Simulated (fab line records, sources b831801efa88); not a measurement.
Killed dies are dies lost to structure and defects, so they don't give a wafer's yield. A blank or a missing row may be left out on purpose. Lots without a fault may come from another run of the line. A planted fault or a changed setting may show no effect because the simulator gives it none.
One fault seen from 2 desks | flow sky130 | each desk has only its own numbers; what lay behind them comes last

THE TOOL OWNER'S DESK: pecvd-02
The tool's own readings at SKY_CAPM_CVD_00 (deposits SiO2, target thk 15.5 nm): means of the sampled wafers that have a number, for each lot that ran on this tool. A lot is out of limits, marked OUT, if its mean lies more than 4 standard deviations from the usual mean; the brackets give that distance.
Columns: A = heater_power_w at SKY_CAPM_CVD_00, usual 719 W
lot  | first seen here | A
L876 | day 37 21:23    | 767
L882 | day 40 03:38    | 709
L883 | day 40 06:02    | 720
L886 | day 41 01:05    | 741
L891 | day 42 00:17    | 717
L894 | day 42 17:31    | 739
This desk's finding: nothing out of limits on any of the 6 lots.

THE METROLOGY DESK
What the gauges read, lot by lot, whatever tool the lot ran on: means of the sampled wafers that have a number. A lot is out of limits, marked OUT, if its mean lies more than 4 standard deviations from the usual mean; the brackets give that distance.
Columns: A = CAPM_CVD_00_THK at SKY_CAPM_THK_MEAS_01, usual 15.59 nm
lot  | first seen here | A
L875 | day 37 16:50    | 15.68
L876 | day 37 21:25    | 15.59
L878 | day 38 23:26    | 15.59
L882 | day 40 03:40    | 15.40
L883 | day 40 06:04    | 15.42
L884 | day 40 08:16    | 15.60
L886 | day 41 01:08    | 15.38
L891 | day 42 00:18    | 13.82 (-6.5) OUT
L893 | day 42 14:16    | 16.03
L894 | day 42 17:33    | 14.07 (-5.6) OUT
This desk's finding: out of limits on L891, L894; first on L891, day 42 00:18 (CAPM_CVD_00_THK at SKY_CAPM_THK_MEAS_01). In limits: L875, L876, L878, L882, L883, L884, L886, L893.

PUT TOGETHER
The metrology desk could have raised an alarm at day 42 00:18, on L891, L894.
The tool owner's desk saw nothing out of limits.
The tool owner's desk has L891, L894 on record, within its limits.
Of the lots named, all ran SKY_CAPM_CVD_00 on pecvd-02.

WHAT THE SIMULATOR HAD PUT IN
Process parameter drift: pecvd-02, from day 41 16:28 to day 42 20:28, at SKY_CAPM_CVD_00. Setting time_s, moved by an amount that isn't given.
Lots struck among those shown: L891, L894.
Hours from the fault's start to each desk's first reading out of limits: the metrology desk, 8.
